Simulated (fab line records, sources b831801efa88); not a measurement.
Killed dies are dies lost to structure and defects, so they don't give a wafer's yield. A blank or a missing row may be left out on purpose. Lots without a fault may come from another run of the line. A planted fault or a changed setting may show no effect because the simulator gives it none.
Chamber matching | flow gf180mcu | GF_V4_CMP_04 on cmp-02: 4 sister chambers
The step polishes SiO2. 14 wafers are shown with their chamber, then 6 later ones without.

WAFERS WITH THEIR CHAMBER
wafer  | chamber | motor_current_A (A) | time_to_endpoint_s (s)
L302.3 | 3       | 12.6                | 75
L302.4 | 2       | 15.0                | 78
L302.6 | 2       | 14.2                | 83
L309.1 | 0       | 11.3                | 71
L309.2 | 2       | 13.3                | 72
L311.1 | 0       | 10.9                | 71
L311.2 | 3       | 12.0                | 68
L311.4 | 1       | 9.5                 | 77
L318.2 | 0       | 11.0                | 69
L318.3 | 3       | 11.9                | 73
L318.5 | 0       | 11.1                | 76
L319.3 | 0       | 10.9                | 71
L319.5 | 3       | 11.7                | 80
L319.6 | 2       | 14.2                | 80

SIGNATURES (means of the wafers above)
reading            | chamber 0 | chamber 1 | chamber 2 | chamber 3 | scatter within a chamber
motor_current_A    | 11.040    | 9.500     | 14.175    | 12.050    | 0.448
time_to_endpoint_s | 71.60     | 77.00     | 78.25     | 74.00     | 4.07
Rule: a wafer's distance from a chamber is the root of the sum, over the readings, of the square of ((its reading less the chamber's mean) divided by the reading's scatter). The wafer belongs to the nearest chamber; if the next one is less than 2 further off, it can't be placed. The scatter: the root of (the sum of the squares of (reading less its chamber's mean) over the shown wafers, divided by (wafers less chambers)).

WAFERS WITHOUT THEIR CHAMBER
wafer  | motor_current_A (A) | time_to_endpoint_s (s)
L321.2 | 9.9                 | 74
L321.3 | 13.8                | 85
L321.6 | 11.5                | 71
L322.3 | 12.0                | 77
L322.5 | 9.5                 | 75
L322.6 | 13.5                | 83

WHICH CHAMBER EACH WENT THROUGH
wafer  | from the rows above     | in truth
L321.2 | can't be placed: 1 or 0 | 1
L321.3 | 2                       | 2
L321.6 | can't be placed: 0 or 3 | 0
L322.3 | can't be placed: 3 or 0 | 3
L322.5 | 1                       | 1
L322.6 | 2                       | 2
Placed correctly: 3 of 6. Can't be placed from these rows: 3 (the true chamber is among the candidates in 3). Placed wrongly: 0.
